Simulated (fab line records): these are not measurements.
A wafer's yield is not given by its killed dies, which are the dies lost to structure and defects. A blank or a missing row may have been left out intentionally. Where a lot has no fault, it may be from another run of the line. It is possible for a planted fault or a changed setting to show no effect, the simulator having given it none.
Chamber matching	flow gf180mcu	4 sister chambers for GF_V5_CMP_04 on cmp-01
The step polishes SiO2. 18 wafers are shown with their chamber, then 9 later ones without.

== WAFERS, EACH WITH ITS CHAMBER ==
wafer	chamber	motorCurrentA (A)	slurryFlowMlMin	platenRpm (rpm)
L468.1	1	11.5	149.8	59.99
L468.5	3	11.4	150.4	59.98
L468.6	0	11.0	150.2	60.01
L469.4	0	10.8	150.5	59.96
L469.5	2	11.4	149.7	60.04
L469.6	3	11.7	150.7	59.99
L470.2	3	11.4	150.2	60.01
L470.3	1	11.5	150.0	60.07
L470.5	0	11.1	150.1	60.00
L472.3	2	11.6	150.7	59.96
L472.5	3	11.3	149.8	60.07
L472.6	0	10.7	149.3	59.99
L480.1	1	11.9	149.8	59.89
L480.2	3	11.1	149.4	59.95
L480.4	0	10.2	150.6	59.99
L482.2	3	10.7	149.8	59.98
L482.3	2	11.3	150.3	60.01
L482.5	3	11.0	149.3	60.02

SIGNATURES (means of the wafers above)
reading	chamber 0	chamber 1	chamber 2	chamber 3	scatter within a chamber
motorCurrentA	10.760	11.633	11.433	11.229	0.302
slurryFlowMlMin	150.140	149.867	150.233	149.943	0.477
platenRpm	59.9900	59.9833	60.0033	60.0000	0.0461
Rule: distance of a wafer from a chamber = root of the sum over the readings of ((wafer's reading minus chamber's mean) / reading's scatter) squared. If the next closest chamber is less than 2 further off than the closest, the wafer can't be placed; otherwise it belongs to the closest. The scatter: the root of (the sum of the squares of (reading less its chamber's mean) over the shown wafers, divided by (wafers less chambers)).

== WAFERS MISSING THEIR CHAMBER ==
wafer	motorCurrentA (A)	slurryFlowMlMin	platenRpm (rpm)
L484.2	11.3	149.9	59.91
L484.4	11.5	149.7	60.07
L484.5	11.2	149.9	59.98
L487.2	11.3	149.9	60.03
L487.4	11.7	149.9	60.04
L487.5	12.1	149.6	59.96
L486.2	11.2	150.4	59.92
L486.4	11.3	150.0	59.96
L486.6	11.4	149.7	59.98

== THE CHAMBER EACH PASSED THROUGH ==
wafer	from the rows above	in truth
L484.2	can't be placed: 1 or 3 or 2 or 0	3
L484.4	can't be placed: 3 or 2 or 1 or 0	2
L484.5	can't be placed: 3 or 2 or 1 or 0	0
L487.2	can't be placed: 3 or 2 or 1 or 0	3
L487.4	can't be placed: 1 or 2 or 3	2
L487.5	can't be placed: 1 or 2 or 3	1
L486.2	can't be placed: 3 or 2 or 0 or 1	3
L486.4	can't be placed: 3 or 2 or 1 or 0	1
L486.6	can't be placed: 1 or 3 or 2 or 0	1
0 of 9 placed correctly. Can't be placed from these rows: 9 (the true chamber is among the candidates in 9). 0 placed wrongly.
